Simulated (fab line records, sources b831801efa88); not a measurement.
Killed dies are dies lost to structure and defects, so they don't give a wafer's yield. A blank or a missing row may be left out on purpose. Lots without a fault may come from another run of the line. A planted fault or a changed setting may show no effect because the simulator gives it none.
Chamber matching | flow sfq_line | SFQ_TRILAYER_I4_CMP_CMP_100 on cmp-01: 4 sister chambers
The step polishes SiO2. 8 wafers are shown with their chamber, then 8 later ones without.

WAFERS WITH THEIR CHAMBER
wafer  | chamber | motor_current_A (A) | time_to_endpoint_s (s)
L444.3 | 0       | 9.4                 | 210
L444.6 | 0       | 10.1                | 223
L446.5 | 2       | 11.8                | 222
L447.1 | 1       | 9.9                 | 211
L450.1 | 2       | 11.5                | 210
L450.3 | 3       | 9.6                 | 209
L450.2 | 1       | 10.1                | 219
L452.3 | 3       | 9.4                 | 212

WAFERS WITHOUT THEIR CHAMBER
wafer  | motor_current_A (A) | time_to_endpoint_s (s)
L452.4 | 9.8                 | 212
L452.5 | 10.6                | 221
L459.3 | 10.4                | 219
L459.1 | 9.3                 | 215
L459.4 | 9.3                 | 230
L463.1 | 10.4                | 215
L463.5 | 12.3                | 223
L463.6 | 10.2                | 220

WHICH CHAMBER EACH WENT THROUGH
wafer  | from the rows above               | in truth
L452.4 | can't be placed: 0 or 1 or 3      | 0
L452.5 | can't be placed: 1 or 0 or 2 or 3 | 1
L459.3 | can't be placed: 1 or 0 or 3      | 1
L459.1 | can't be placed: 3 or 0 or 1      | 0
L459.4 | can't be placed: 0 or 3 or 1      | 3
L463.1 | can't be placed: 1 or 0 or 3      | 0
L463.5 | 2                                 | 2
L463.6 | can't be placed: 1 or 0 or 3      | 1
Placed correctly: 1 of 8. Can't be placed from these rows: 7 (the true chamber is among the candidates in 7). Placed wrongly: 0.
How it was worked out, from the rows above alone: a wafer's distance from a chamber is the root of the sum, over the readings, of the square of ((its reading less the chamber's mean) divided by the reading's scatter). The wafer belongs to the nearest chamber; if the next one is less than 2 further off, it can't be placed. A chamber's mean is the mean of its shown wafers. The scatter: the root of (the sum of the squares of (reading less its chamber's mean) over the shown wafers, divided by (wafers less chambers)).
